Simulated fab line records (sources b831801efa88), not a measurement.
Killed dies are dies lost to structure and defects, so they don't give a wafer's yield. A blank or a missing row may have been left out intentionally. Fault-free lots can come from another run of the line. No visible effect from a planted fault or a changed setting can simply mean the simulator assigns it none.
A struck lot beside a sound one + flow sky130 + 35 out of 708 route steps
Sound: the wafers L176.1, L176.2, L176.4. Wafers L163.2, L163.4, L163.5 were the ones struck. The cause comes at the end.
Order at every step that has rows: each side's tool, ch and its chambers, its first start. Under that, the readings that differ: sound wafers + struck wafers + difference of the means + sigmas: that difference in standard deviations of wafers without a fault.
alike: readings with means less than 2 such deviations apart, plus words and numbers identical on both sides. not compared: withheld readings, readings lacking a value on some wafer, bounds such as >300 that could conceal the same value, and numbers that have no deviation in the record and whose values overlap.
Wherever a step has rows on one side only, a row that says differs or no value, or a row with sigmas, the two part there. When numbers do not overlap yet have no deviation, they are printed without sigmas and do not part them. A reading that every wafer of one side lacks parts them only if that side has two wafers or more.

first, 10 steps without rows for these wafers: SKY_LDD_LDN_SOFTBAKE_03 (time 60 s); SKY_LDD_LDN_EXPOSE_04 (exposes mask LDNTM, target cd 700 nm); SKY_LDD_LDN_PEB_05; SKY_LDD_LDN_DEVELOP_06 (develop time 60 s); SKY_LDD_LDN_IMPLANT_08; SKY_LDD_LDN_IMPLANT_09; SKY_LDD_LDN_IMPLANT_10; SKY_LDD_LDN_IMPLANT_11; SKY_LDD_LDN_STRIP_12 (strips in O2/N2); SKY_LDD_LDN_CLEAN_14 (cleans in SC1/SC2, time 150 s).
SKY_SPACER_CVD_00: deposits Si3N4 from DCS/NH3, target thk 43.1 nm, time 740 s.
  sound on lpcvd-02 ch 0, day 28 12:58; struck on lpcvd-02 ch 0, day 24 03:25
  alike: spikeTcBottomC
then, 23 steps without rows for these wafers: SKY_SPACER_ETCHBACK_02 (etches Si3N4 in CH3F/O2, stops on SiO2, time 46.7 s, target depth 45 nm); SKY_POLY_CUT_DEHYDRATE_00 (time 60 s); SKY_POLY_CUT_HMDS_01 (prime time 60 s); SKY_POLY_CUT_COAT_02 (resist thk 60 nm); SKY_POLY_CUT_COAT_03 (resist thk 450 nm); SKY_POLY_CUT_SOFTBAKE_04 (time 90 s); SKY_POLY_CUT_EXPOSE_05 (exposes mask NPCM, target cd 270 nm); SKY_POLY_CUT_PEB_06; SKY_POLY_CUT_DEVELOP_07 (develop time 60 s); SKY_POLY_CUT_ETCH_10 (etches BARC in N2/H2, stops on SiO2, time 45.9 s, target depth 60 nm); SKY_POLY_CUT_ETCH_11 (etches Si3N4 in CF4/CH2F2/Ar, stops on poly-Si, time 42.5 s, target depth 60 nm); SKY_POLY_CUT_STRIP_12 (strips in O2/N2); SKY_SD_P_DEHYDRATE_00 (time 60 s); SKY_SD_P_HMDS_01 (prime time 60 s); SKY_SD_P_COAT_02 (resist thk 1140 nm); SKY_SD_P_SOFTBAKE_03 (time 60 s); SKY_SD_P_EXPOSE_04 (exposes mask PSDM, target cd 380 nm); SKY_SD_P_PEB_05; SKY_SD_P_DEVELOP_06 (develop time 60 s); SKY_SD_P_IMPLANT_09; SKY_SD_P_STRIP_10 (strips in O2/N2); SKY_RES_XHIGH_DEHYDRATE_00 (time 60 s); SKY_RES_XHIGH_HMDS_01 (prime time 60 s).
-- the record jumps here: 22 days lie between the struck wafers' starts before and after (it left off in module RES_XHIGH and takes up again in module PAD_OPEN, whose first step shown is number 708 of the route) --
SKY_PAD_OPEN_PROBE_99:
  struck on prober-02, day 46 10:53; sound on prober-01, day 49 11:42
| reading          | sound    | struck      | difference | sigmas |
|------------------|----------|-------------|------------|--------|
| killedAtFrontEnd | 12 15 17 | 43 40 49    | +29        | +7     |
| killedDies       | 69 94 99 | 110 101 118 | +22        | +3     |
  alike: killed_at_M0_to_M3, killed_at_M4_up, killedAtContacts, killedAtOther, killedOpen, killedShort

== WHERE THEY PART ==
At SKY_PAD_OPEN_PROBE_99 and nowhere else, as far as this record goes.

WHY: whatever the simulator had introduced
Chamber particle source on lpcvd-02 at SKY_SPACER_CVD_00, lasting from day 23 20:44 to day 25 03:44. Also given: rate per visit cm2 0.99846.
